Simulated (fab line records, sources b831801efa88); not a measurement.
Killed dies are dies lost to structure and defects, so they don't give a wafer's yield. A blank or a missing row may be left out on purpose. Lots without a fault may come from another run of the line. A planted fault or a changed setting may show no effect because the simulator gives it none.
Chamber matching | flow gf180mcu | GF_STI_CMP_25 on cmp-01: 4 sister chambers
The step polishes, stops on Si3N4, t overpolish 33 s, target thk 524.6 nm. 4 wafers are shown with their chamber, then 9 later ones without.

WAFERS WITH THEIR CHAMBER
wafer  | chamber | motor_current_A (A)
L470.2 | 0       | 10.9
L486.1 | 2       | 12.6
L486.2 | 1       | 12.2
L486.4 | 3       | 12.6

WAFERS WITHOUT THEIR CHAMBER
wafer  | motor_current_A (A)
L488.2 | 11.1
L488.3 | 11.9
L488.4 | 13.0
L490.1 | 11.6
L490.2 | 10.7
L490.3 | 12.2
L491.1 | 12.7
L491.2 | 11.6
L491.3 | 12.0

WHICH CHAMBER EACH WENT THROUGH
wafer  | from the rows above               | in truth
L488.2 | 0                                 | 0
L488.3 | can't be placed: 1 or 2 or 3      | 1
L488.4 | can't be placed: 2 or 3 or 1      | 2
L490.1 | can't be placed: 1 or 0 or 2 or 3 | 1
L490.2 | 0                                 | 0
L490.3 | can't be placed: 1 or 2 or 3      | 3
L491.1 | can't be placed: 2 or 3 or 1      | 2
L491.2 | can't be placed: 1 or 0 or 2 or 3 | 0
L491.3 | can't be placed: 1 or 2 or 3      | 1
Placed correctly: 2 of 9. Can't be placed from these rows: 7 (the true chamber is among the candidates in 7). Placed wrongly: 0.
How it was worked out, from the rows above alone: a wafer's distance from a chamber is the root of the sum, over the readings, of the square of ((its reading less the chamber's mean) divided by the reading's scatter). The wafer belongs to the nearest chamber; if the next one is less than 2 further off, it can't be placed. A chamber's mean is the mean of its shown wafers. The scatter: with one shown wafer a chamber, the root of the mean of the squares of how far each hidden wafer lies from its nearest shown one.
